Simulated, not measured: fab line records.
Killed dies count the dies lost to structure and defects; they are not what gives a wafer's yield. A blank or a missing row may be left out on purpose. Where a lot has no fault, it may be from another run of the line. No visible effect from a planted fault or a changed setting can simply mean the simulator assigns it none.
A struck lot beside a sound one | flow sky130 | 16 steps out of a route of 708
Sound: these wafers, L269.2, L269.3, L269.6. Struck: wafer L284.1 (left out: L284.4, a lot-mate that was not struck); the cause follows at the end.
At each step with rows: each side's tool, then ch and its chambers, then its first start. Under that, the readings that differ: sound wafers | struck wafers | difference of the means | sigmas: that difference in standard deviations of wafers without a fault.
alike: words and numbers the same on both sides, and readings whose means are apart by under 2 such deviations; not compared: readings that were withheld, readings missing a value for some wafer, numbers with overlapping values and no deviation given by the record, and bounds like >300 which may hide the same value.
A row with sigmas, a row that says differs or no value, or rows on one side alone: a step with any of these is where the two part. When numbers do not overlap yet have no deviation, they are printed without sigmas and do not part them. A reading missing from all wafers of one side parts the sides only when that side holds two or more wafers.

first, 8 steps without rows for these wafers: SKY_POLY_GATE_DEHYDRATE_05 (time 60 s); SKY_POLY_GATE_HMDS_06 (prime time 60 s); SKY_POLY_GATE_COAT_07 (resist thk 110 nm); SKY_POLY_GATE_COAT_08 (resist thk 450 nm); SKY_POLY_GATE_SOFTBAKE_09 (time 90 s); SKY_POLY_GATE_EXPOSE_10 (exposes mask P1M, target cd 150 nm); SKY_POLY_GATE_PEB_11; SKY_POLY_GATE_DEVELOP_12 (develop time 60 s).
SKY_POLY_GATE_CD_MEAS_13: the cd target is 150 nm.
  struck on cd_sem-01, day 23 11:10; sound on cd_sem-01, day 18 02:23
  alike: cd_nm
SKY_POLY_GATE_OVL_MEAS_14:
  struck on overlay-02, day 23 11:19; sound on overlay-01, day 18 02:30
  alike: POLY_GATE_OVL
SKY_POLY_GATE_ETCH_15: etches BARC in N2/H2, stops on SiO2, time 118.5 s, target depth 110 nm.
  sound on rie_diel-04 ch 0,2, day 18 02:32; struck on rie_diel-02 ch 1, day 23 11:21
  reading                | sound                | struck | difference | sigmas
  throttle_valve_pct (%) | 13.210 13.209 13.203 | 13.228 | +0.021     | +2
  alike: chamber_pressure_mTorr, drypump_motor_current_A, oes_product_au, run_length_s
  not compared: rf_hours_counter_h
SKY_POLY_GATE_ETCH_16: etches Si3N4 in CH3F/O2, stops on poly-Si, time 147.5 s, target depth 75 nm.
  sound on rie_diel-04 ch 0,2, day 18 02:37; struck on rie_diel-02 ch 1, day 23 11:26
  reading          | sound             | struck | difference | sigmas
  run_length_s (s) | 175.8 176.0 175.6 | 176.7  | +0.9       | +2
  alike: ch3f_flow_sccm, chamber_pressure_mTorr, drypump_motor_current_A, oes_product_au, throttle_valve_pct
  not compared: rf_hours_counter_h
SKY_POLY_GATE_ETCH_17: etches poly-Si in HBr/Cl2, stops on SiO2, target depth 180 nm, time 70.5 s.
  sound on rie_si-01 ch 0,1,3, day 18 02:43; struck on rie_si-02 ch 1, day 23 11:32
  reading                                          | sound             | struck | difference | sigmas
  oes_product_au (a.u.)                            | 0.995 0.997 0.993 | 0.866  | -0.129     | -18
  run_length_s (s)                                 | 98.5 99.1 98.7    | 114.6  | +15.8      | +34
  model.KrF-thick_of_POLY_GATE_COAT_08.thk_nm (nm) | 143.1 140.9 141.4 | 117.9  | -23.9      |
  model.SiO2_of_SONOS_ONO_CVD_04.thk_nm (nm)       | 4.27 4.287 4.351  | 3.462  | -0.841     |
  alike: chamber_pressure_mTorr, drypump_motor_current_A, throttle_valve_pct
  not compared: rf_hours_counter_h
SKY_POLY_GATE_STRIP_18: strips in O2/N2.
  sound on plasma_asher-04 ch 0,1, day 18 02:46; struck on plasma_asher-04 ch 1, day 23 11:35
  reading                      | sound             | struck | difference | sigmas
  strip_time_to_endpoint_s (s) | 3.200 3.174 3.182 | 2.918  | -0.267     | -10
  alike: chamber_pressure_mTorr, drypump_motor_current_A, oes_product_au
  not compared: rf_hours_counter_h
then, 1 step without rows for these wafers: SKY_POLY_GATE_CLEAN_19 (cleans in SC1/SC2, time 150 s).
-- here the record skips 27 days between the struck wafers' starts before and after, leaving off in module POLY_GATE and picking up in module PAD_OPEN (first step shown: number 708 of the route) --
SKY_PAD_OPEN_PROBE_99:
  struck on prober-01, day 50 09:49; sound on prober-01, day 47 02:05
  reading                         | sound          | struck | difference | sigmas
  killed_at_other                 | 0 0 0          | 1      | +1         | +2
  model.etest.tip_sonos.rs_ohm_sq | 2538 2521 2542 | 2468   | -66        |
  alike: killed_at_M0_to_M3, killed_at_M4_up, killed_at_contacts, killed_at_front_end, killed_dies, killed_open, killed_short

== WHERE THEY PART ==
Earliest at SKY_POLY_GATE_ETCH_15; latest, in this record, at SKY_PAD_OPEN_PROBE_99.

WHY: what had been put in by the simulator
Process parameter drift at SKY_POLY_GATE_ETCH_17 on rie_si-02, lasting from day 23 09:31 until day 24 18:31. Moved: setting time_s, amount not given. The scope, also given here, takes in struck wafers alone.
